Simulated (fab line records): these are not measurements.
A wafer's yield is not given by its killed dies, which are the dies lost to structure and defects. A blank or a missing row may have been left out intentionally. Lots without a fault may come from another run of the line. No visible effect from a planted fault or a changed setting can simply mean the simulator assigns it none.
fab line records | flow gf180mcu
[record] lots = 24 wafers = 72 last-day = 34
route steps=602 shown V2@406 M3@425 V3@433 V4@498
lots that met no fault: from a run of the same line without faults
start-h: hours from the record's opening day to when the first of the lot's shown wafers began | wait-h: hours from the lot's prior step to this one | " same as the row above | L1.1+2: a row that stands for several wafers | - no value present, or no start provided | * or withheld: withheld | < > ~ a bound
route shown NAME@n: NAME is a module with steps in the file, n the number in the route of the first one | usual: mean and standard deviation over wafers with no fault | same: alike in all rows | chamber/n: place in a boat | sites: per-site readings | _std_site: how widely they spread, as a standard deviation | _edge_site: inner sites' mean taken away from outer sites' mean | radius-mm: for every site, how far away it sits from the centre of the wafer | mask NAME#n: copy n | behind: the last tool/chamber to shape the wafer | hold: cause of the lot's hold/its duration in hours/its outcome | device: transistor that didn't switch, given as n, p or np | end of line: tests run on the same wafers once the route is complete | a step without rows: its recipe alone | killed: not the wafer's yield, but the dies lost to structure and defects at the first sort | map: a wafer's dies, x killed, . not, _ none there
set.NAME: the setting that was run; set.NAME@STEP: the one run at that earlier step | model.NAME: the simulator's own value behind a step, which no gauge read
one table for each step of the route and one row for each wafer, over a sample of lots
services: when a tool's chamber went out of use (start-h, in hours from the record's first day, below 0 if earlier), for how many hours, and the reason
[[steps]]
[step GF_V2_RS_MEAS_24]
[recipe] thk-meas-gauge = four-point-probe reads = W_of_V2_CVD_23+TiN_of_V2_SPUTTER_22+Ti_of_V2_SPUTTER_21
[usual] V2_W_RS = 0.3250/0.0028
// columns lot.wafer tool chamber start-h wait-h V2_W_RS[ohm/sq]
L074.2 film-metro-01 - 463.56 0.1 0.3252
L074.3 " - " " 0.3242
L074.5 " - " " 0.3265
L075.3 film-metro-02 - 471.83 0.1 0.3165
L075.5 " - " " 0.3223
L075.6 " - " " 0.3216
L076.1 film-metro-02 - 479.26 0.1 0.3243
L076.4 " - " " 0.3218
L076.5 " - " " 0.3263
L077.2 film-metro-04 - 491.53 0.1 0.3249
L077.3 " - " " 0.3221
L077.5 " - " " 0.3213
L078.1 film-metro-02 - 498.67 0.2 0.3227
L078.4 " - " " 0.3266
L078.5 " - " " 0.3225
L079.2 film-metro-01 - 511.43 0.1 0.3257
L079.3 " - " " 0.3232
L079.5 " - " " 0.3244
L080.1 film-metro-01 - 520.91 0.1 0.3281
L080.2 " - " " 0.3251
L080.4 " - " " 0.3281
L081.1 film-metro-04 - 526.16 0.1 0.3266
L081.3 " - " " 0.3308
L081.5 " - " " 0.3278
L082.1 film-metro-02 - 536.71 0.1 0.3211
L082.2 " - " " 0.3180
L082.3 " - " " 0.3214
L083.2 film-metro-01 - 544.04 0.1 0.3232
L083.3 " - " " 0.3238
L083.4 " - " " 0.3228
L084.1 film-metro-02 - 553.17 0.1 0.3243
L084.2 " - " " 0.3265
L084.4 " - " " 0.3248
L085.2 film-metro-02 - 564.74 0.1 0.3198
L085.3 " - " " 0.3206
L085.6 " - " " 0.3244
L086.1 film-metro-02 - 572.10 0.1 0.3257
L086.3 " - " " 0.3259
L086.5 " - " " 0.3247
L087.2 film-metro-02 - 579.24 0.1 0.3237
L087.5 " - " " 0.3256
L087.6 " - " " 0.3218
L088.3 film-metro-02 - 585.67 0.1 0.3240
L088.4 " - " " 0.3250
L088.6 " - " " 0.3233
L089.3 film-metro-02 - 587.87 0.1 0.3268
L089.5 " - " " 0.3257
L089.6 " - " " 0.3269
L090.1 film-metro-04 - 602.32 0.1 0.3285
L090.2 " - " " 0.3233
L090.3 " - " " 0.3238
L091.1 film-metro-02 - 604.40 0.1 0.3276
L091.2 " - " " 0.3289
L091.5 " - " " 0.3329
L092.3 film-metro-01 - 615.35 0.1 0.3267
L092.4 " - " " 0.3249
L092.6 " - " " 0.3305
L093.1 film-metro-01 - 620.64 0.1 0.3310
L093.4 " - " " 0.3311
L093.5 " - " " 0.3316
L094.1 film-metro-02 - 624.39 0.1 0.3270
L094.3 " - " " 0.3254
L094.6 " - " " 0.3285
L095.3 film-metro-04 - 633.76 0.1 0.3273
L095.5 " - " " 0.3255
L095.6 " - " " 0.3294
L096.2 film-metro-04 - 640.48 0.1 0.3222
L096.3 " - " " 0.3226
L096.5 " - " " 0.3230
L097.1 film-metro-01 - 653.20 0.1 0.3262
L097.3 " - " " 0.3278
L097.5 " - " " 0.3253
[step GF_M3_METAL_ETCH_16]
[recipe] chemistry = Cl2/BCl3 mask-material = KrF target-depth-nm = 750.8 stop-on = SiO2 pressure-mtorr = 8 icp-w = 800 bias-w = 140 Cl2_flow_sccm = 80 bcl3-flow-sccm = 40 time-s = 125.1
[usual] drypump-motor-current-A = 5.5/0.53 oes-product-au = 0.990/0.0053 rf-fwd-power-W = 796.2/2.9 throttle-valve-pct = 28.229/0.0099
// columns lot.wafer tool chamber start-h wait-h drypump-motor-current-A oes-product-au rf-fwd-power-W rf-hours-counter-h throttle-valve-pct
L074.2 rie-metal-01 1 488.69 0.0 5.0 0.989 799.0 13 28.243
L074.3 " 1 " " 5.0 0.988 796.4 - 28.244
L074.5 " 0 " " 5.6 0.982 797.9 - 28.239
L075.3 rie-metal-01 0 496.13 0.1 5.6 0.998 799.1 - 28.233
L075.5 " 1 " " 5.0 0.995 797.8 - 28.224
L075.6 " 0 " " 5.6 0.994 799.5 - 28.243
L076.1 rie-metal-04 0 504.04 0.0 5.2 0.984 797.0 1 28.236
L076.4 " 0 " " 5.2 0.991 795.5 - 28.244
L076.5 " 1 " " 5.0 0.986 795.2 - 28.227
L077.2 rie-metal-02 0 516.09 0.0 5.3 0.988 794.6 9 28.220
L077.3 " 0 " " 5.3 0.996 794.8 - 28.249
L077.5 " 1 " " 6.5 0.997 796.7 - 28.211
L078.1 rie-metal-02 1 522.79 0.0 6.5 0.995 795.4 8 28.209
L078.4 " 0 " " 5.3 0.991 794.0 - 28.251
L078.5 " 0 " " 5.3 0.988 799.1 - 28.231
L079.2 rie-metal-01 0 535.29 0.0 5.6 0.984 798.0 11 28.239
L079.3 " 0 " " 5.6 0.996 799.0 - 28.231
L079.5 " 1 " " 5.0 0.987 794.7 - 28.234
L080.1 rie-metal-02 1 544.29 0.0 6.5 0.994 791.0 8 28.244
L080.2 " 0 " " 5.3 0.982 793.2 10 28.235
L080.4 " 0 " " 5.3 0.986 796.9 - 28.223
L081.1 rie-metal-01 0 549.59 0.0 5.6 0.993 797.0 11 28.233
L081.3 " 0 " " 5.6 0.993 798.1 - 28.233
L081.5 " 0 " " 5.6 0.996 798.4 - 28.227
L082.1 rie-metal-01 0 559.34 0.0 5.6 0.991 798.4 12 28.210
L082.2 " 1 " " 5.0 0.990 797.3 15 28.233
L082.3 " 0 " " 5.6 0.995 801.8 - 28.229
L083.2 rie-metal-01 0 566.59 0.1 5.6 0.992 798.8 - 28.217
L083.3 " 0 " " 5.6 1.002 795.9 - 28.229
L083.4 " 0 " " 5.6 0.996 801.8 - 28.218
L084.1 rie-metal-02 0 575.44 0.0 5.3 1.002 796.9 11 28.218
L084.2 " 1 " " 6.4 0.996 793.2 9 28.230
L084.4 " 0 " " 5.3 0.994 796.8 - 28.228
L085.2 rie-metal-02 1 586.74 0.0 6.5 0.999 790.7 10 28.248
L085.3 " 0 " " 5.3 0.995 792.0 - 28.232
L085.6 " 1 " " 6.4 0.989 793.2 - 28.204
L086.1 rie-metal-02 1 593.86 0.0 6.5 0.996 794.8 10 28.228
L086.3 " 0 " " 5.3 0.994 791.8 - 28.223
L086.5 " 0 " " 5.3 0.992 795.6 - 28.231
L087.2 rie-metal-02 1 600.79 0.0 6.5 0.994 796.0 10 28.252
L087.5 " 1 " " 6.5 0.997 795.5 - 28.216
L087.6 " 0 " " 5.3 0.995 790.7 - 28.235
L088.3 rie-metal-04 0 606.94 0.1 5.2 0.990 799.3 - 28.225
L088.4 " 1 " " 5.0 0.985 793.9 - 28.233
L088.6 " 0 " " 5.2 0.990 798.8 - 28.232
L089.3 rie-metal-04 0 609.88 0.1 5.1 0.993 796.8 - 28.222
L089.5 " 1 " " 5.0 0.986 793.8 - 28.236
L089.6 " 0 " " 5.2 0.997 798.1 - 28.237
L090.1 rie-metal-04 1 623.64 0.0 5.0 0.988 795.0 10 28.227
L090.2 " 0 " " 5.2 0.981 797.6 4 28.226
L090.3 " 0 " " 5.2 0.992 797.4 - 28.217
L091.1 rie-metal-02 0 625.34 0.0 5.3 0.987 794.7 0 28.217
L091.2 " 1 " " 6.4 0.994 795.1 11 28.224
L091.5 " 1 " " 6.4 0.989 796.3 - 28.231
L092.3 rie-metal-04 1 636.73 0.1 5.0 0.988 798.2 - 28.222
L092.4 " 0 " " 5.2 0.989 798.3 - 28.242
L092.6 " 1 " " 5.0 0.991 796.4 - 28.231
L093.1 rie-metal-04 1 640.84 0.0 5.0 0.981 792.6 11 28.241
L093.4 " 0 " " 5.2 0.993 794.5 - 28.224
L093.5 " 1 " " 5.0 0.992 790.9 - 28.229
L094.1 rie-metal-02 1 645.29 0.0 6.5 0.994 794.9 12 28.214
L094.3 " 0 " " 5.4 0.985 793.4 - 28.243
L094.6 " 0 " " 5.3 0.985 795.8 - 28.232
L095.3 rie-metal-01 1 654.33 0.1 5.0 0.996 798.6 - 28.225
L095.5 " 0 " " 5.6 0.988 798.1 - 28.229
L095.6 " 1 " " 5.0 0.995 796.8 - 28.221
L096.2 rie-metal-02 0 661.03 0.1 5.3 0.982 792.8 - 28.238
L096.3 " 0 " " 5.3 0.990 796.3 - 28.239
L096.5 " 0 " " 5.3 0.983 791.3 - 28.240
L097.1 rie-metal-02 1 673.49 0.0 6.5 0.993 794.2 0 28.242
L097.3 " 1 " " 6.5 0.989 791.4 - 28.235
L097.5 " 1 " " 6.5 0.988 790.7 - 28.235
[step GF_M3_STRIP_17]
[recipe] chemistry = O2/N2 power-w = 1400 pressure-mtorr = 1500 platen-temp-c = 250 o2-flow-sccm = 3000 n2-flow-sccm = 300 overash-fraction = 0.5
[usual] drypump-motor-current-A = 5.71/0.28 heater-power-w = 308/38 oes-product-au = 0.538/0.0052 strip-time-to-endpoint-s = 7.38/0.049
// columns lot.wafer tool chamber start-h wait-h drypump-motor-current-A heater-power-w oes-product-au rf-hours-counter-h strip-time-to-endpoint-s
L074.2 plasma-asher-02 1 488.82 0.1 5.95 280 0.537 6 7.44
L074.3 " 0 " " 5.83 350 0.538 - 7.41
L074.5 " 1 " " 5.98 285 0.540 - 7.47
L075.3 plasma-asher-01 0 496.25 0.1 5.29 277 0.531 - 7.34
L075.5 " 1 " " 5.98 350 0.531 - 7.34
L075.6 " 0 " " 5.28 269 0.536 - 7.41
L076.1 plasma-asher-03 0 504.17 0.1 5.40 262 0.540 77 7.45
L076.4 " 0 " " 5.41 259 0.547 - 7.50
L076.5 " 0 " " 5.39 260 0.539 - 7.47
L077.2 plasma-asher-02 0 516.22 0.1 5.81 344 0.544 9 7.41
L077.3 " 0 " " 5.81 353 0.540 - 7.47
L077.5 " 1 " " 5.98 287 0.527 - 7.35
L078.1 plasma-asher-01 1 522.92 0.1 5.98 349 0.530 38 7.34
L078.4 " 1 " " 5.99 353 0.540 - 7.41
L078.5 " 0 " " 5.28 268 0.549 - 7.40
L079.2 plasma-asher-01 0 535.42 0.1 5.32 271 0.539 40 7.35
L079.3 " 1 " " 5.97 355 0.540 - 7.38
L079.5 " 1 " " 5.97 350 0.529 - 7.38
L080.1 plasma-asher-02 1 544.42 0.1 5.96 275 0.536 12 7.35
L080.2 " 0 " " 5.80 351 0.538 12 7.43
L080.4 " 1 " " 5.97 279 0.541 - 7.46
L081.1 plasma-asher-01 1 549.72 0.1 5.97 347 0.546 40 7.42
L081.3 " 0 " " 5.32 279 0.540 - 7.40
L081.5 " 0 " " 5.27 269 0.534 - 7.38
L082.1 plasma-asher-01 0 559.47 0.1 5.30 277 0.537 41 7.37
L082.2 " 1 " " 5.96 357 0.528 41 7.33
L082.3 " 0 " " 5.28 273 0.528 - 7.36
L083.2 plasma-asher-03 1 566.80 0.2 5.85 342 0.537 84 7.33
L083.3 " 1 " " 5.87 333 0.536 - 7.33
L083.4 " 0 " " 5.40 270 0.535 - 7.32
L084.1 plasma-asher-01 0 575.57 0.1 5.35 269 0.529 43 7.35
L084.2 " 1 " " 5.96 352 0.540 43 7.32
L084.4 " 0 " " 5.33 275 0.533 - 7.31
L085.2 plasma-asher-03 1 586.86 0.1 5.88 332 0.540 86 7.34
L085.3 " 1 " " 5.87 330 0.542 - 7.37
L085.6 " 1 " " 5.87 334 0.529 - 7.29
L086.1 plasma-asher-02 0 593.99 0.1 5.80 346 0.532 18 7.36
L086.3 " 1 " " 5.94 279 0.529 - 7.32
L086.5 " 1 " " 5.96 268 0.536 - 7.32
L087.2 plasma-asher-03 1 600.92 0.1 5.87 331 0.537 88 7.36
L087.5 " 1 " " 5.87 325 0.543 - 7.31
L087.6 " 0 " " 5.39 260 0.541 - 7.37
L088.3 plasma-asher-02 1 607.06 0.1 6.00 274 0.533 - 7.46
L088.4 " 0 " " 5.83 354 0.548 - 7.45
L088.6 " 1 " " 5.98 278 0.541 - 7.49
L089.3 plasma-asher-02 1 610.00 0.1 5.94 281 0.536 - 7.45
L089.5 " 0 " " 5.82 343 0.534 - 7.42
L089.6 " 1 " " 5.94 273 0.539 - 7.40
L090.1 plasma-asher-03 1 623.77 0.1 5.85 328 0.533 90 7.38
L090.2 " 0 " " 5.40 262 0.539 90 7.34
L090.3 " 0 " " 5.41 259 0.545 - 7.33
L091.1 plasma-asher-03 1 625.47 0.1 5.86 335 0.541 91 7.36
L091.2 " 0 " " 5.42 266 0.529 91 7.31
L091.5 " 0 " " 5.40 260 0.531 - 7.30
L092.3 plasma-asher-01 1 636.85 0.1 5.99 353 0.544 - 7.41
L092.4 " 0 " " 5.27 270 0.536 - 7.45
L092.6 " 1 " " 5.97 351 0.542 - 7.38
L093.1 plasma-asher-01 0 640.96 0.1 5.32 269 0.537 50 7.43
L093.4 " 0 " " 5.26 265 0.536 - 7.41
L093.5 " 1 " " 5.98 353 0.536 - 7.37
L094.1 plasma-asher-01 1 645.42 0.1 5.97 358 0.539 50 7.35
L094.3 " 1 " " 6.01 358 0.542 - 7.46
L094.6 " 0 " " 5.27 263 0.544 - 7.43
L095.3 plasma-asher-02 1 654.45 0.1 5.99 284 0.538 - 7.38
L095.5 " 0 " " 5.83 340 0.537 - 7.41
L095.6 " 1 " " 5.98 276 0.535 - 7.41
L096.2 plasma-asher-01 0 661.25 0.2 5.26 272 0.535 52 7.42
L096.3 " 1 " " 5.98 351 0.539 - 7.39
L096.5 " 0 " " 5.34 274 0.540 - 7.45
L097.1 plasma-asher-01 1 673.62 0.1 5.94 347 0.538 53 7.38
L097.3 " 0 " " 5.38 273 0.543 - 7.40
L097.5 " 0 " " 5.36 275 0.543 - 7.39
[step GF_V3_CMP_04]
[recipe] material = SiO2 down-force-psi = 4 platen-rpm = 60 pad-velocity-m-s = 0.94248
[usual] motor-current-A = 12.4/1 retaining-ring-pressure-frac = 1.000/0.0049 time-to-endpoint-s = 83/4.7
// columns lot.wafer tool chamber start-h wait-h motor-current-A retaining-ring-pressure-frac time-to-endpoint-s
L074.3 cmp-02 3 489.64 0.0 12.9 1.006 79
L074.2 " 1 " " 11.2 1.002 86
L074.5 " 3 " " 12.4 0.986 87
L075.3 cmp-01 3 497.20 0.2 11.7 1.001 73
L075.6 " 0 " " 11.8 0.999 77
L075.5 " 1 " " 11.7 0.996 79
L076.4 cmp-01 3 505.09 0.1 11.7 0.996 82
L076.1 " 0 " " 13.2 1.004 82
L076.5 " 0 " " 12.3 1.002 85
L077.2 cmp-02 1 517.12 0.1 11.6 1.002 80
L077.3 " 2 " " 14.0 0.996 82
L077.5 " 0 " " 11.6 0.999 82
L078.1 cmp-02 1 523.77 0.1 11.0 0.999 81
L078.4 " 3 " " 12.7 1.006 88
L078.5 " 0 " " 12.1 0.997 87
L079.3 cmp-02 0 536.22 0.0 12.2 1.011 79
L079.2 " 3 " " 12.6 1.008 83
L079.5 " 0 " " 12.2 1.005 82
L080.4 cmp-02 0 545.22 0.0 11.7 1.003 87
L080.1 " 1 " " 11.1 0.996 83
L080.2 " 2 " " 13.2 1.011 80
L081.1 cmp-01 3 550.78 0.1 11.8 1.002 76
L081.3 " 0 " " 12.4 0.998 78
L081.5 " 0 " " 12.9 1.002 80
L082.3 cmp-01 3 560.30 0.0 12.0 1.011 86
L082.2 " 1 " " 11.1 1.007 79
L082.1 " 2 " " 14.0 1.004 78
L083.4 cmp-02 3 567.60 0.0 12.8 1.004 79
L083.3 " 0 " " 11.4 0.999 74
L083.2 " 1 " " 11.6 1.011 79
L084.2 cmp-02 2 576.37 0.0 13.6 1.002 81
L084.1 " 3 " " 12.5 0.996 84
L084.4 " 0 " " 11.7 1.000 85
L085.2 cmp-01 0 587.76 0.1 13.0 0.993 76
L085.3 " 1 " " 10.3 1.004 77
L085.6 " 2 " " 13.8 1.003 82
L086.1 cmp-01 2 594.84 0.1 14.5 1.008 80
L086.3 " 0 " " 12.6 1.004 79
L086.5 " 1 " " 10.9 0.994 89
L087.2 cmp-02 1 601.87 0.2 11.4 1.006 89
L087.5 " 2 " " 13.4 0.997 92
L087.6 " 3 " " 13.1 1.002 93
L088.4 cmp-02 1 607.83 0.0 12.0 1.003 88
L088.3 " 3 " " 13.6 1.000 76
L088.6 " 1 " " 11.2 0.997 83
L089.3 cmp-02 1 610.76 0.0 11.2 1.003 79
L089.6 " 1 " " 11.9 1.004 82
L089.5 " 2 " " 13.8 0.998 77
L090.2 cmp-01 1 624.58 0.0 11.5 0.996 80
L090.3 " 3 " " 12.0 1.002 81
L090.1 " 0 " " 11.9 1.003 80
L091.1 cmp-02 0 626.32 0.1 12.3 1.005 74
L091.2 " 2 " " 13.4 1.004 80
L091.5 " 3 " " 13.1 0.998 82
L092.4 cmp-01 3 637.62 0.0 12.0 1.001 87
L092.3 " 1 " " 11.1 0.997 84
L092.6 " 0 " " 11.7 1.001 89
L093.4 cmp-01 3 641.76 0.0 11.8 0.999 92
L093.1 " 2 " " 14.2 1.003 85
L093.5 " 3 " " 11.4 0.995 85
L094.3 cmp-02 0 646.31 0.0 11.7 1.003 87
L094.1 " 1 " " 12.1 0.999 83
L094.6 " 0 " " 11.8 1.000 91
L095.3 cmp-01 3 655.72 0.4 11.8 0.993 79
L095.5 " 0 " " 12.3 1.008 81
L095.6 " 1 " " 11.6 0.997 86
L096.2 cmp-02 2 662.08 0.0 13.7 1.006 84
L096.3 " 0 " " 11.8 1.000 83
L096.5 " 3 " " 12.2 0.994 94
L097.1 cmp-02 1 674.50 0.1 11.2 0.997 84
L097.3 " 3 " " 12.9 1.000 84
L097.5 " 0 " " 11.5 0.994 86
[step GF_V3_THK_MEAS_25]
[recipe] thk-meas-gauge = xrf reads = W_of_V3_CVD_23
[usual] V3_W_THK = 341/4
// columns lot.wafer tool chamber start-h wait-h V3_W_THK[nm]
L074.2 film-metro-03 - 515.16 0.1 337
L074.3 " - " " 339
L074.5 " - " " 334
L075.3 film-metro-01 - 522.65 0.1 335
L075.5 " - " " 339
L075.6 " - " " 340
L076.1 film-metro-03 - 530.34 0.1 338
L076.4 " - " " 337
L076.5 " - " " 343
L077.2 film-metro-03 - 541.49 0.1 344
L077.3 " - " " 343
L077.5 " - " " 344
L078.1 film-metro-01 - 547.79 0.1 339
L078.4 " - " " 336
L078.5 " - " " 341
L079.2 film-metro-01 - 559.74 0.1 344
L079.3 " - " " 345
L079.5 " - " " 346
L080.1 film-metro-02 - 568.52 0.1 340
L080.2 " - " " 338
L080.4 " - " " 343
L081.1 film-metro-02 - 573.99 0.1 338
L081.3 " - " " 342
L081.5 " - " " 342
L082.1 film-metro-03 - 583.61 0.1 348
L082.2 " - " " 343
L082.3 " - " " 348
L083.2 film-metro-01 - 590.25 0.1 336
L083.3 " - " " 339
L083.4 " - " " 335
L084.1 film-metro-03 - 599.24 0.1 345
L084.2 " - " " 344
L084.4 " - " " 344
L085.2 film-metro-01 - 610.31 0.1 339
L085.3 " - " " 339
L085.6 " - " " 340
L086.1 film-metro-03 - 617.19 0.1 341
L086.3 " - " " 339
L086.5 " - " " 341
L087.2 film-metro-02 - 624.14 0.1 342
L087.5 " - " " 340
L087.6 " - " " 334
L088.3 film-metro-03 - 629.86 0.1 339
L088.4 " - " " 339
L088.6 " - " " 340
L089.3 film-metro-03 - 632.46 0.1 343
L089.5 " - " " 340
L089.6 " - " " 339
L090.1 film-metro-03 - 645.93 0.1 352
L090.2 " - " " 343
L090.3 " - " " 349
L091.1 film-metro-03 - 647.48 0.1 344
L091.2 " - " " 339
L091.5 " - " " 342
L092.3 film-metro-01 - 658.65 0.1 340
L092.4 " - " " 338
L092.6 " - " " 343
L093.1 film-metro-02 - 663.07 0.1 349
L093.4 " - " " 344
L093.5 " - " " 344
L094.1 film-metro-01 - 667.23 0.1 336
L094.3 " - " " 337
L094.6 " - " " 338
L095.3 film-metro-03 - 676.50 0.1 343
L095.5 " - " " 349
L095.6 " - " " 343
L096.2 film-metro-03 - 682.92 0.1 346
L096.3 " - " " 348
L096.5 " - " " 345
L097.1 film-metro-01 - 694.94 0.1 338
L097.3 " - " " 332
L097.5 " - " " 341
[step GF_V4_SPUTTER_22]
[recipe] material = TiN target-thk-nm = 10 chamber-pressure-pa = 5 power-w = 4000 time-s = 40
[usual] throttle-valve-pct = 29.7/0.81
// columns lot.wafer tool chamber start-h wait-h throttle-valve-pct
L074.2 pvd-sputter-01 - 563.47 0.0 30.1
L074.3 " - " " 29.3
L074.5 " - " " 28.5
L075.3 pvd-sputter-03 - 570.14 0.0 30.3
L075.5 " - " " 30.6
L075.6 " - " " 30.5
L076.1 pvd-sputter-03 - 578.07 0.0 30.5
L076.4 " - " " 29.1
L076.5 " - " " 30.8
L077.2 pvd-sputter-04 - 587.92 0.0 31.2
L077.3 " - " " 31.1
L077.5 " - " " 30.5
L078.1 pvd-sputter-01 - 593.57 0.0 28.7
L078.4 " - " " 29.2
L078.5 " - " " 29.8
L079.2 pvd-sputter-01 - 605.02 0.0 29.5
L079.3 " - " " 29.1
L079.5 " - " " 28.9
L080.1 pvd-sputter-01 - 613.11 0.0 29.3
L080.2 " - " " 29.1
L080.4 " - " " 30.2
L081.1 pvd-sputter-03 - 618.52 0.0 30.7
L081.3 " - " " 30.4
L081.5 " - " " 28.8
L082.1 pvd-sputter-01 - 627.86 0.0 29.9
L082.2 " - " " 28.6
L082.3 " - " " 29.2
L083.2 pvd-sputter-01 - 634.46 0.0 29.2
L083.3 " - " " 30.1
L083.4 " - " " 28.3
L084.1 pvd-sputter-04 - 642.71 0.0 30.8
L084.2 " - " " 31.4
L084.4 " - " " 29.9
L085.2 pvd-sputter-01 - 653.41 0.0 29.0
L085.3 " - " " 29.5
L085.6 " - " " 28.3
L086.1 pvd-sputter-01 - 660.25 0.0 28.9
L086.3 " - " " 28.5
L086.5 " - " " 28.8
L087.2 pvd-sputter-03 - 666.90 0.0 30.8
L087.5 " - " " 29.0
L087.6 " - " " 30.5
L088.3 pvd-sputter-03 - 671.41 0.0 30.9
L088.4 " - " " 28.9
L088.6 " - " " 30.5
L089.3 pvd-sputter-01 - 674.52 0.0 29.9
L089.5 " - " " 29.4
L089.6 " - " " 30.3
L090.1 pvd-sputter-03 - 686.45 0.0 30.7
L090.2 " - " " 29.0
L090.3 " - " " 30.9
L091.1 pvd-sputter-03 - 689.01 0.0 29.0
L091.2 " - " " 30.4
L091.5 " - " " 30.2
L092.3 pvd-sputter-01 - 699.21 0.0 29.2
L092.4 " - " " 29.8
L092.6 " - " " 28.9
L093.1 pvd-sputter-01 - 704.06 0.0 30.0
L093.4 " - " " 28.9
L093.5 " - " " 29.8
L094.1 pvd-sputter-01 - 707.49 0.0 29.4
L094.3 " - " " 28.6
L094.6 " - " " 29.4
L095.3 pvd-sputter-04 - 716.21 0.0 29.9
L095.5 " - " " 30.3
L095.6 " - " " 30.0
L096.2 pvd-sputter-04 - 722.64 0.0 30.0
L096.3 " - " " 30.8
L096.5 " - " " 30.7
L097.1 pvd-sputter-01 - 733.04 0.0 28.3
L097.3 " - " " 29.1
L097.5 " - " " 28.7
[[services]]
// columns tool chamber start-h hours kind
rie-metal-04 - 468.03 2.8 pm
cmp-02 - 475.94 5.1 pm
pvd-sputter-03 - 477.96 8.6 repair
pvd-sputter-04 - 483.58 2.1 repair
pvd-sputter-03 - 489.53 4.8 repair
pvd-sputter-01 - 516.42 2.4 repair
plasma-asher-02 - 519.69 5.2 repair
plasma-asher-01 - 541.68 7.6 repair
cmp-01 - 572.00 4.0 pm
cmp-01 - 580.46 3.5 repair
cmp-01 - 582.93 1.2 repair
pvd-sputter-01 - 614.64 1.0 repair
cmp-02 - 631.30 6.5 pm
cmp-02 - 652.87 3.9 repair
cmp-01 - 656.80 4.1 pm
plasma-asher-01 - 664.47 2.7 repair
rie-metal-02 - 665.53 1.0 repair
cmp-01 - 668.10 7.5 pm
rie-metal-01 - 688.51 0.7 repair
pvd-sputter-01 - 691.68 5.4 repair
rie-metal-04 - 706.83 7.6 repair
cmp-01 - 708.53 0.3 repair
pvd-sputter-03 - 712.66 1.8 repair
cmp-02 - 732.65 1.7 repair
[[key]]
fault none
